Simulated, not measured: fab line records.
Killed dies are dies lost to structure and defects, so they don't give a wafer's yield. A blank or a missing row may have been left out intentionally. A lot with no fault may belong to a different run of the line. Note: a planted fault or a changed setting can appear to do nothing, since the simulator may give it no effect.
Chamber matching    flow sky130    SKY_VIA3_CMP_02 on cmp-01: 4 sister chambers
The step polishes SiO2. 16 wafers are shown with their chamber, then 8 later ones without.

== WAFERS PAIRED WITH THEIR CHAMBERS ==
wafer   chamber  motor current A (A)
L729.1  1        10.7
L729.2  0        12.4
L729.6  3        12.1
L730.1  3        11.2
L730.2  2        9.3
L730.6  3        12.2
L731.4  3        11.7
L731.5  3        12.6
L731.6  2        9.3
L735.1  2        9.3
L735.2  3        11.8
L735.5  1        10.5
L745.2  2        9.5
L745.4  3        12.2
L745.5  3        11.6
L746.2  1        10.9

SIGNATURES (means of the wafers above)
reading          chamber 0  chamber 1  chamber 2  chamber 3  scatter within a chamber
motor current A  12.400     10.700     9.350      11.925     0.347
Rule: for a wafer and a chamber, the distance is found by dividing, reading by reading, the gap between the wafer's reading and the chamber's mean by the reading's scatter, squaring, summing and taking the root. If the next closest chamber is less than 2 further off than the closest, the wafer can't be placed; otherwise it belongs to the closest. The scatter is the square root of a quotient: the sum, over the shown wafers, of each reading's squared deviation from its chamber's mean, divided by wafers minus chambers.

== WAFERS MISSING THEIR CHAMBER ==
wafer   motor current A (A)
L746.3  11.5
L746.5  12.3
L748.3  12.6
L748.4  9.0
L748.6  11.7
L751.1  9.3
L751.2  12.0
L751.3  13.0

== CHAMBER TAKEN BY EACH ==
wafer   from the rows above           in truth
L746.3  can't be placed: 3 or 1 or 0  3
L746.5  can't be placed: 0 or 3       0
L748.3  can't be placed: 0 or 3       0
L748.4  2                             2
L748.6  can't be placed: 3 or 0       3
L751.1  2                             2
L751.2  can't be placed: 3 or 0       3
L751.3  can't be placed: 0 or 3       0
2 of 8 placed correctly. Unplaceable from these rows: 6, with the true chamber sitting among the candidates in 6. Wrongly placed: 0.
